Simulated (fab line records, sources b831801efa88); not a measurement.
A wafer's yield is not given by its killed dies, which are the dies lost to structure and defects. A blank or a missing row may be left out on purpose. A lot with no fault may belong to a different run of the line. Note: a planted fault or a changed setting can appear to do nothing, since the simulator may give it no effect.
What tool caused it? -- flow gf180mcu -- 15 lots with 45 wafers sampled at 4 steps, on a route of 602 steps

WHAT THE GAUGES READ, wafer by wafer
GF_HV_LDD_RS_MEAS_53: uses a four-point probe to measure. Usual: for HV_LDD_RS the level is 419.2 ohm/sq and the standard deviation is 0.92.
lot,measured,on,HV_LDD_RS (ohm/sq),flag
L803,day 12 11:34,film_metro-04,420.3 420.7 422.1,
L804,day 12 16:46,film_metro-03,416.8 418.4 418.3,
L805,day 12 21:59,film_metro-04,418.5 420.1 418.1,
L806,day 13 08:14,film_metro-04,420.4 419.4 419.7,
L807,day 13 12:16,film_metro-04,419.7 420.0 420.9,
L808,day 14 01:43,film_metro-01,418.3 418.9 419.3,
L809,day 14 08:55,film_metro-03,- - -,OFF
L810,day 14 15:38,film_metro-03,- - -,OFF
L811,day 15 01:20,film_metro-01,- - -,OFF
L815,day 16 11:52,film_metro-03,418.8 419.8 419.0,
L820,day 18 08:52,film_metro-04,419.7 420.3 420.8,
L822,day 18 19:41,film_metro-01,419.3 418.9 419.4,
L823,day 19 00:13,film_metro-01,417.8 418.6 419.1,
L825,day 19 19:58,film_metro-01,419.1 419.2 419.1,
L826,day 20 06:01,film_metro-01,419.0 418.1 418.0,

GF_M1_CD_MEAS_14 targets a cd of 230 nm. Usual: cd_nm at 229.8 nm, with a standard deviation of 1.4.
lot,measured,on,cd_nm (nm),flag
L803,day 17 05:04,cd_sem-01,229.1 230.4 228.4,
L804,day 17 15:37,cd_sem-01,232.5 232.2 231.9,
L805,day 17 20:31,cd_sem-02,229.3 228.5 230.1,
L806,day 18 07:52,cd_sem-01,230.0 230.6 230.2,
L807,day 18 12:43,cd_sem-02,230.3 228.1 228.4,
L808,day 19 02:49,cd_sem-01,231.5 231.2 230.7,
L815,day 21 17:33,cd_sem-01,230.1 231.0 230.7,
L820,day 23 14:01,cd_sem-02,228.8 227.3 228.9,
L822,day 24 00:16,cd_sem-02,228.5 228.6 228.7,
L823,day 24 03:52,cd_sem-01,230.5 228.7 231.3,
L825,day 24 20:56,cd_sem-01,230.0 230.5 230.2,
L826,day 25 06:35,cd_sem-02,231.2 231.1 231.3,

WHICH TOOL RAN EACH LOT (tool, then ch and the chambers of the sampled wafers, then the start)
lot,GF_HV_LDD_RTA_52,GF_CONTACT_ETCH_16
L803,"rtp_anneal-02 ch 0, day 12 11:30","rie_diel-02 ch 1,2, day 16 04:32"
L804,"rtp_anneal-02 ch 0, day 12 16:42","rie_diel-01 ch 0,1,2, day 16 15:02"
L805,"rtp_anneal-02 ch 0, day 12 21:55","rie_diel-03 ch 0,1,3, day 16 19:37"
L806,"rtp_anneal-02 ch 0, day 13 08:10","rie_diel-02 ch 0,1,3, day 17 06:50"
L807,"rtp_anneal-01 ch 0, day 13 12:10","rie_diel-03 ch 0,1, day 17 11:32"
L808,"rtp_anneal-01 ch 0, day 14 01:39","rie_diel-02 ch 1,3, day 18 01:11"
L809,"rtp_anneal-02, day 14 08:50",-
L810,"rtp_anneal-02, day 14 15:33",-
L811,"rtp_anneal-01, day 15 01:15",-
L815,"rtp_anneal-02 ch 0, day 16 11:47","rie_diel-02 ch 0,1, day 20 17:07"
L820,"rtp_anneal-02 ch 0, day 18 08:47","rie_diel-03 ch 0,1,2, day 22 13:53"
L822,"rtp_anneal-02 ch 0, day 18 19:36","rie_diel-02 ch 2,3, day 22 23:56"
L823,"rtp_anneal-02 ch 0, day 19 00:08","rie_diel-03 ch 0,2, day 23 04:17"
L825,"rtp_anneal-02 ch 0, day 19 19:53","rie_diel-03 ch 0,1,3, day 23 21:50"
L826,"rtp_anneal-01 ch 0, day 20 05:55","rie_diel-03 ch 0,1,3, day 24 07:50"
- GF_HV_LDD_RTA_52: time 10 s.
- GF_CONTACT_ETCH_16: etches BARC in N2/H2.

WHAT THE TOOLS THEMSELVES READ (means of the sampled wafers that have a number; where no wafer has one, the mark that the record gives instead)
GF_HV_LDD_RTA_52. Usual: anneal_temp_c_max 1005.6, standard deviation 1.2; chamber_o2_ppm 1.999, standard deviation 0.023; lamp_power_pct 34.9 %, standard deviation 0.89; wafer_temp_C_max 1003.5, standard deviation 0.75.
lot,tool,anneal_temp_c_max,chamber_o2_ppm,lamp_power_pct (%),wafer_temp_C_max,flag
L803,rtp_anneal-02,1005.4,1.992,34.4,1003.6,
L804,rtp_anneal-02,1005.3,1.983,34.4,1002.7,
L805,rtp_anneal-02,1006.3,2.008,34.4,1003.3,
L806,rtp_anneal-02,1006.2,2.016,34.4,1003.6,
L807,rtp_anneal-01,1004.3,2.012,36.5,1003.9,
L808,rtp_anneal-01,1005.1,2.000,36.5,1003.6,
L809,rtp_anneal-02,-,-,-,-,OFF
L810,rtp_anneal-02,-,-,-,-,OFF
L811,rtp_anneal-01,-,-,-,-,OFF
L815,rtp_anneal-02,1006.4,1.972,34.4,1004.1,
L820,rtp_anneal-02,1006.0,2.016,34.4,1004.7,
L822,rtp_anneal-02,1005.9,1.974,34.4,1003.5,
L823,rtp_anneal-02,1005.2,2.010,34.4,1002.6,
L825,rtp_anneal-02,1006.4,2.000,34.4,1003.5,
L826,rtp_anneal-01,1003.8,2.002,36.4,1004.1,

GF_CONTACT_ETCH_16. Usual: drypump_motor_current_A 5.8 A, standard deviation 0.55; h2_flow_sccm 200.0 sccm, standard deviation 0.66; oes_product_au 0.855 a.u., standard deviation 0.0046; throttle_valve_pct 13.224 %, standard deviation 0.009.
lot,tool,drypump_motor_current_A (A),h2_flow_sccm (sccm),oes_product_au (a.u.),throttle_valve_pct (%),flag
L803,rie_diel-02,5.6,200.0,0.856,13.232,
L804,rie_diel-01,5.7,199.7,0.853,13.231,
L805,rie_diel-03,5.9,200.1,0.857,13.222,
L806,rie_diel-02,6.0,199.5,0.854,13.227,
L807,rie_diel-03,6.0,199.7,0.857,13.219,
L808,rie_diel-02,5.7,200.5,0.858,13.225,
L815,rie_diel-02,6.0,200.8,0.853,13.229,
L820,rie_diel-03,5.7,200.6,0.851,13.221,
L822,rie_diel-02,5.3,200.3,0.855,13.227,
L823,rie_diel-03,5.9,200.4,0.856,13.225,
L825,rie_diel-03,5.9,199.8,0.858,13.229,
L826,rie_diel-03,5.9,199.7,0.853,13.225,

THE ANSWER, worked out from the rows above alone
Rule: take the mean of a lot's wafers that have a number; if it is more than 3 standard deviations from the usual mean, the lot is off. A lot without any number at a reading at which 4 lots or more have one is off too. The other lots that the step has rows for count as sound. Order of review: gauges by route order, followed by the tools' own readings, for which a lot's mean as printed above is used. At the first step where some lot is off, the reading lying furthest off is the one used; lots without a number count as furthest.
Off: L809, L810, L811, seen at GF_HV_LDD_RS_MEAS_53 (HV_LDD_RS). Without a number there: L809, L810, L811.
A tool fits if, at a process step before that reading, it ran every lot that is off, and no sound lot after the first of them. The gauges at GF_HV_LDD_RS_MEAS_53 aren't tried: what is off there is off at GF_HV_LDD_RTA_52 too, on other tools, and a gauge's error can't cause that. None of those tried fits.

WHAT THE SIMULATOR HAD PUT IN
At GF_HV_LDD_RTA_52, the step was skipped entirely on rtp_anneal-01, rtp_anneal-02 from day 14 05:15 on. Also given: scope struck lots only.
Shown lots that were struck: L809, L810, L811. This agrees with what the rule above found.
